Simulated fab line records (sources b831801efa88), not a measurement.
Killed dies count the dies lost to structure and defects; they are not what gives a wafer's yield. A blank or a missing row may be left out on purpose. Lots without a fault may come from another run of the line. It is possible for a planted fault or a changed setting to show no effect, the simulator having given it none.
One fault through the eyes of 2 desks :: flow gf180mcu :: every desk sees just its own numbers, and what lay behind them comes last

## FROM THE METROLOGY DESK
What the gauges read, lot by lot, whatever tool the lot ran on: means of the sampled wafers that have a number. The brackets show how far a lot's mean lies from the usual mean; more than 4 standard deviations puts the lot out of limits, marked OUT.
Columns: A = cd-nm at GF_M5_CD_MEAS_07, usual 279.8 nm; B = cd-nm at GF_TOP_METAL_CD_MEAS_14, usual 439.5 nm; C = PASSIVATION_BOW at GF_PASSIVATION_BOW_MEAS_14, usual 134 um
lot: L962
first seen here: day 26 04:27
A: 280.1
B: 438.2
C: 135

lot: L963
first seen here: day 26 13:44
A: 278.5
B: 438.1
C: 138

lot: L964
first seen here: day 27 04:52
A: 279.4
B: 441.2
C: 146

lot: L965
first seen here: day 27 09:02
A: 281.0
B: 435.5
C: 133

lot: L966
first seen here: day 27 22:23
A: 279.8
B: 438.7
C: 131

lot: L969
first seen here: day 29 09:58
A: 279.9
B: 437.2
C: 138

lot: L971
first seen here: day 29 22:13
A: 280.4
B: 439.1
C: 125

lot: L972
first seen here: day 30 04:46
A: 278.1
B: 439.7
C: 133

lot: L975
first seen here: day 31 01:13
A: 279.9
B: 438.6
C: 139

lot: L976
first seen here: day 31 06:17
A: 279.4
B: 440.2
C: 129

lot: L978
first seen here: day 31 14:11
A: 282.3
B: 440.4
C: 127

lot: L979
first seen here: day 31 14:42
A: 279.6
B: 440.2
C: 150

lot: L980
first seen here: day 32 06:16
A: 281.8
B: 438.7
C: 135

lot: L983
first seen here: day 32 11:12
A: 277.2
B: 440.0
C: 134
This desk found nothing out of limits on any of the 14 lots.

## TOOL OWNER'S DESK, cvd-w-02
The tool's own readings at GF_V2_CVD_23 (deposits W, target thk 350 nm, time 104.94 s): means of the sampled wafers that have a number, for each lot that ran on this tool. The brackets show how far a lot's mean lies from the usual mean; more than 4 standard deviations puts the lot out of limits, marked OUT.
Columns: A = heater-power-w at GF_V2_CVD_23, usual 897 W
lot: L963
first seen here: day 20 14:47
A: 906

lot: L964
first seen here: day 21 08:11
A: 828

lot: L965
first seen here: day 21 14:44
A: 906

lot: L969
first seen here: day 23 23:15
A: 910

lot: L971
first seen here: day 24 14:55
A: 932

lot: L972
first seen here: day 24 23:29
A: 830

lot: L975
first seen here: day 25 19:59
A: 829
This desk found nothing out of limits on any of the 7 lots.

## PUT TOGETHER
At the metrology desk, nothing out of limits was observed.
Nothing out of limits was seen by the tool owner's desk.

## WHAT THE SIMULATOR HAD PUT IN
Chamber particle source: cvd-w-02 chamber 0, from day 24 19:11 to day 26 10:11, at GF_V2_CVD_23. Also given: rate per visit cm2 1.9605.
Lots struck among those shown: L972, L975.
